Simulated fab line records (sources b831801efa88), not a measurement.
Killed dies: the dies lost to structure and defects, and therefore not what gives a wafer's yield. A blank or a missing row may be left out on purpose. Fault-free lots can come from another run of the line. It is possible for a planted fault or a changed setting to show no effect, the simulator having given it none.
Code-filled problem report in 8D (eight disciplines) form -- flow gf180mcu -- the parts of the form that need people (team, actions taken, sign-off) are left out

## 1. WHAT WENT WRONG
At GF_V5_SPUTTER_21, chamber pressure pa averages 5.357 Pa over 2 wafers from 2 lots, while fault-free wafers read 5.001 Pa, standard deviation 0.0089. Measured from the usual mean, that is +40 standard deviations.
The step: material Ti, target thk 15 nm, time 80.02 s.
The first sign was on wafer L212.2 at day 31 14:46, on pvd sputter-01. The record has a number at this step for 36 wafers belonging to 12 lots. By rule, "out" or "out of limits" means more than 4 standard deviations away from the usual mean. The rest of the wafers with a number are treated as sound.

## 2. WHAT THIS IS AND IS NOT
question,is,is not
which readings at this step,chamber pressure pa,throttle valve pct
which lots,"L212, L213","L198, L199, L201, L202, L204, L206, L207, L208, L210, L211"
which wafers of those lots,"L212.2, L213.1","L212.4, L212.5, L213.2, L213.4"
read on which tools,pvd sputter-01,"pvd sputter-02, pvd sputter-03"
when,from day 31 14:46,up to then (32 sound wafers); but 2 sound wafers of L213 came after

## 3. THE SUSPECTS, EACH WITH WHAT RULES IT OUT
Counting: if a tool at a process step up to the reading ran every lot that is out, it stays a suspect. Sound lots after the first of them don't rule it out here, since some wafers of a struck lot are sound.
- pvd sputter-03 at GF_MIM_SPUTTER_01 (material TiN, target thk 30 nm, time 25 s): kept. Every lot that is out went through it, the first being L212 (day 29 05:08); the last sound lot it ran before that was L199 (day 24 22:04).
- cmp-02 at GF_V5_CMP_04 (polishes SiO2): kept. Every lot that is out went through it, the first being L212 (day 30 19:49); the last sound lot it ran before that was L210 (day 30 03:55).
- pvd sputter-01 at GF_V5_SPUTTER_21 (material Ti, target thk 15 nm, time 80.02 s): kept. Every lot that is out went through it, the first being L212 (day 31 14:46); the last sound lot it ran before that was L211 (day 31 12:33). Its own chamber pressure pa readings are out on those wafers.
Left after counting: pvd sputter-03 at GF_MIM_SPUTTER_01, cmp-02 at GF_V5_CMP_04, pvd sputter-01 at GF_V5_SPUTTER_21.

## 4. THE CAUSE (what the simulator had put in)
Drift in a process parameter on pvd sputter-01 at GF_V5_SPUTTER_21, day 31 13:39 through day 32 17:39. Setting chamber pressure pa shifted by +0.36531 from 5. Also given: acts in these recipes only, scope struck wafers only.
Counting left 3 suspects, and this tool is among them.

## 5. THE EFFECT CHAIN, in route order
One row per reading whose mean, taken over the struck wafers that have a number, lies over 3 standard deviations from the usual. Readings are gone through only where the record gives a usual standard deviation; hours: the median, over the lots, of the time from a lot's start at the first step in this table giving one to that lot's start at this step; sigmas: the change measured in usual standard deviations.
hours,step,reading,usual,on struck wafers,change,sigmas
0,GF_V5_SPUTTER_21,chamber pressure pa,5.001 Pa,5.357,+0.356,+40
Its process steps:
- GF_V5_SPUTTER_21: material Ti, target thk 15 nm, time 80.02 s.

## 6. WHAT WOULD HAVE CAUGHT IT SOONER
In this record the first reading out of limits was taken at day 31 14:46, 1 hour after the fault began at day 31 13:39.
